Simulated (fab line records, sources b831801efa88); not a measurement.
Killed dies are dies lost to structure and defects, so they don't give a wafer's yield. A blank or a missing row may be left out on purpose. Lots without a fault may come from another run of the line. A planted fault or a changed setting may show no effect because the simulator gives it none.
Which tool did it? | flow gf180mcu | 12 lots, 36 wafers sampled, at 6 steps of a route of 602

WHAT THE GAUGES READ, wafer by wafer
GF_LVPWELL_TW_MEAS_11. Usual: LVPWELL_TW 564, standard deviation 3.9.
lot  | measured    | on            | LVPWELL_TW  | flag
L271 | day 3 19:55 | film_metro-02 | 564 563 561 |
L272 | day 4 04:06 | film_metro-01 | 569 569 569 |
L277 | day 5 05:46 | film_metro-03 | 562 564 567 |
L278 | day 5 15:19 | film_metro-02 | 616 620 619 | OFF
L279 | day 5 16:37 | film_metro-03 | 619 624 621 | OFF
L280 | day 5 21:42 | film_metro-03 | 568 570 569 |
L283 | day 6 16:37 | film_metro-02 | 560 560 560 |
L284 | day 6 23:13 | film_metro-03 | 566 567 567 |
L285 | day 7 01:43 | film_metro-02 | 559 563 561 |
L288 | day 7 20:07 | film_metro-02 | 562 564 562 |
L291 | day 8 13:43 | film_metro-03 | 569 568 570 |
L294 | day 9 07:45 | film_metro-01 | 562 558 559 |

GF_VT_IMPLANT_RS_MEAS_48: measures by four-point-probe. Usual: LVPWELL_RS 1194 ohm/sq, standard deviation 3.2.
lot  | measured     | on            | LVPWELL_RS (ohm/sq) | flag
L271 | day 7 12:22  | film_metro-01 | 1191 1195 1193      |
L272 | day 7 21:00  | film_metro-02 | 1195 1194 1189      |
L277 | day 9 05:12  | film_metro-03 | 1195 1196 1197      |
L278 | day 9 17:13  | film_metro-03 | 1410 1409 1412      | OFF
L279 | day 9 18:39  | film_metro-02 | 1417 1414 1414      | OFF
L280 | day 9 23:42  | film_metro-03 | 1192 1195 1194      |
L283 | day 10 22:03 | film_metro-03 | 1199 1195 1194      |
L284 | day 11 06:20 | film_metro-01 | 1190 1194 1194      |
L285 | day 11 11:07 | film_metro-01 | 1192 1192 1189      |
L288 | day 12 06:22 | film_metro-03 | 1192 1194 1190      |
L291 | day 13 04:07 | film_metro-01 | 1190 1189 1190      |
L294 | day 14 01:33 | film_metro-03 | 1197 1198 1195      |

GF_HV_LDD_TW_MEAS_11. Usual: HV_LDD_TW 2433, standard deviation 12.
lot  | measured     | on            | HV_LDD_TW      | flag
L271 | day 9 22:14  | film_metro-02 | 2407 2429 2418 |
L272 | day 10 08:25 | film_metro-02 | 2413 2419 2422 |
L277 | day 11 18:25 | film_metro-03 | 2428 2426 2427 |
L278 | day 12 13:40 | film_metro-03 | 2427 2427 2430 |
L279 | day 12 13:44 | film_metro-03 | 2436 2436 2435 |
L280 | day 12 21:37 | film_metro-02 | 2445 2462 2459 |
L283 | day 13 19:04 | film_metro-02 | 2426 2437 2434 |
L284 | day 14 03:23 | film_metro-03 | 2430 2450 2440 |
L285 | day 14 10:40 | film_metro-02 | 2426 2430 2432 |
L288 | day 15 06:23 | film_metro-03 | 2453 2453 2459 |
L291 | day 16 05:56 | film_metro-02 | 2428 2434 2443 |
L294 | day 17 03:37 | film_metro-01 | 2427 2438 2425 |

GF_HV_LDD_OVL_MEAS_47. Usual: HV_LDD_03_OVL 0.1 nm, standard deviation 1.7.
lot  | measured     | on         | HV_LDD_03_OVL (nm) | flag
L271 | day 12 05:49 | overlay-01 | -0.5 -1.5 1.3      |
L272 | day 12 15:47 | overlay-02 | 2.5 1.4 1.0        |
L277 | day 14 06:41 | overlay-02 | -1.8 -0.7 0.5      |
L278 | day 15 04:11 | overlay-02 | 1.9 -3.6 -1.6      |
L279 | day 15 05:05 | overlay-01 | -2.6 -2.2 -2.1     |
L280 | day 15 13:02 | overlay-02 | 1.4 -0.5 1.7       |
L283 | day 16 12:59 | overlay-02 | 1.7 2.1 0.1        |
L284 | day 16 22:29 | overlay-02 | 2.4 1.5 1.6        |
L285 | day 17 06:08 | overlay-02 | -0.3 -0.9 0.9      |
L288 | day 18 03:11 | overlay-01 | 1.0 -0.2 -0.5      |
L291 | day 19 05:11 | overlay-02 | -1.8 1.0 1.2       |
L294 | day 20 04:11 | overlay-01 | -3.5 -2.1 -2.2     |

WHICH TOOL RAN EACH LOT (tool, then ch and the chambers of the sampled wafers, then the start)
lot  | GF_LVPWELL_IMPLANT_08          | GF_HV_LDD_STRIP_10
L271 | implanter-03 ch 0, day 3 19:31 | plasma_asher-03 ch 0,1, day 9 22:07
L272 | implanter-01 ch 0, day 4 03:42 | plasma_asher-04 ch 0,1, day 10 08:19
L277 | implanter-01 ch 0, day 5 05:22 | plasma_asher-03 ch 0,1, day 11 18:19
L278 | implanter-01 ch 0, day 5 14:55 | plasma_asher-03 ch 0,1, day 12 13:34
L279 | implanter-01 ch 0, day 5 16:13 | plasma_asher-02 ch 0,1, day 12 13:37
L280 | implanter-03 ch 0, day 5 21:18 | plasma_asher-03 ch 0,1, day 12 21:31
L283 | implanter-04 ch 0, day 6 16:13 | plasma_asher-03 ch 0,1, day 13 18:58
L284 | implanter-04 ch 0, day 6 22:51 | plasma_asher-02 ch 0,1, day 14 03:18
L285 | implanter-04 ch 0, day 7 01:19 | plasma_asher-04 ch 0,1, day 14 10:34
L288 | implanter-03 ch 0, day 7 19:43 | plasma_asher-02 ch 0,1, day 15 06:16
L291 | implanter-04 ch 0, day 8 13:19 | plasma_asher-04 ch 0,1, day 16 05:49
L294 | implanter-01 ch 0, day 9 07:21 | plasma_asher-02 ch 0,1, day 17 03:31
- GF_LVPWELL_IMPLANT_08
- GF_HV_LDD_STRIP_10: strips in O2/N2.

WHAT THE TOOLS THEMSELVES READ (means of the sampled wafers that have a number; where no wafer has one, the mark that the record gives instead)
GF_LVPWELL_IMPLANT_08. Usual: dose_ions_cm2 1.5004e+13, standard deviation 1.8e+10; tilt_deg 0.002 degrees, standard deviation 0.019.
lot  | tool         | dose_ions_cm2 | tilt_deg (degrees) | flag
L271 | implanter-03 | 1.5008e+13    | -0.004             |
L272 | implanter-01 | 1.5013e+13    | 0.006              |
L277 | implanter-01 | 1.5013e+13    | 0.004              |
L278 | implanter-01 | 1.5005e+13    | 5.027              | OFF
L279 | implanter-01 | 1.4989e+13    | 5.019              | OFF
L280 | implanter-03 | 1.5007e+13    | -0.008             |
L283 | implanter-04 | 1.5002e+13    | -0.014             |
L284 | implanter-04 | 1.4999e+13    | 0.002              |
L285 | implanter-04 | 1.4997e+13    | -0.003             |
L288 | implanter-03 | 1.5000e+13    | 0.003              |
L291 | implanter-04 | 1.4993e+13    | -0.001             |
L294 | implanter-01 | 1.5020e+13    | 0.006              |

GF_HV_LDD_STRIP_10. Usual: drypump_motor_current_A 5.9 A, standard deviation 0.4; heater_power_w 345 W, standard deviation 30; o2_flow_sccm 3002 sccm, standard deviation 9.1; oes_product_au 0.716 a.u., standard deviation 0.0046; strip_time_to_endpoint_s 12.63 s, standard deviation 0.034.
lot  | tool            | drypump_motor_current_A (A) | heater_power_w (W) | o2_flow_sccm (sccm) | oes_product_au (a.u.) | strip_time_to_endpoint_s (s) | flag
L271 | plasma_asher-03 | 5.6                         | 349                | 3000                | 0.713                 | 12.63                        |
L272 | plasma_asher-04 | 5.9                         | 346                | 3000                | 0.717                 | 12.60                        |
L277 | plasma_asher-03 | 5.6                         | 358                | 3004                | 0.717                 | 12.67                        |
L278 | plasma_asher-03 | 5.6                         | 351                | 3000                | 0.719                 | 12.63                        |
L279 | plasma_asher-02 | 6.1                         | 333                | 3006                | 0.718                 | 12.63                        |
L280 | plasma_asher-03 | 5.4                         | 334                | 2999                | 0.711                 | 12.66                        |
L283 | plasma_asher-03 | 5.6                         | 355                | 2994                | 0.716                 | 12.63                        |
L284 | plasma_asher-02 | 6.4                         | 329                | 3000                | 0.715                 | 12.64                        |
L285 | plasma_asher-04 | 6.1                         | 367                | 2999                | 0.718                 | 12.65                        |
L288 | plasma_asher-02 | 6.1                         | 338                | 3011                | 0.719                 | 12.60                        |
L291 | plasma_asher-04 | 6.1                         | 362                | 3012                | 0.714                 | 12.70                        |
L294 | plasma_asher-02 | 6.4                         | 321                | 3006                | 0.711                 | 12.63                        |

THE ANSWER, worked out from the rows above alone
Rule: a lot is off if the mean of its wafers that have a number lies more than 3 standard deviations from the usual mean. A lot without any number at a reading at which 4 lots or more have one is off too. The other lots that the step has rows for count as sound. The gauges are gone through in route order, then the tools' own readings, and for those a lot's mean is taken as printed above. The first step at which some lot is off is used, and at that step the reading that is off furthest; a lot without a number counts as furthest.
Off: L278, L279, at GF_LVPWELL_TW_MEAS_11 (LVPWELL_TW).
A tool fits if, at a process step before that reading, it ran every lot that is off, and no sound lot after the first of them. The gauges at GF_LVPWELL_TW_MEAS_11 aren't tried: what is off there is off at GF_LVPWELL_IMPLANT_08 too, on other tools, and a gauge's error can't cause that. None of those tried fits.

WHAT THE SIMULATOR HAD PUT IN
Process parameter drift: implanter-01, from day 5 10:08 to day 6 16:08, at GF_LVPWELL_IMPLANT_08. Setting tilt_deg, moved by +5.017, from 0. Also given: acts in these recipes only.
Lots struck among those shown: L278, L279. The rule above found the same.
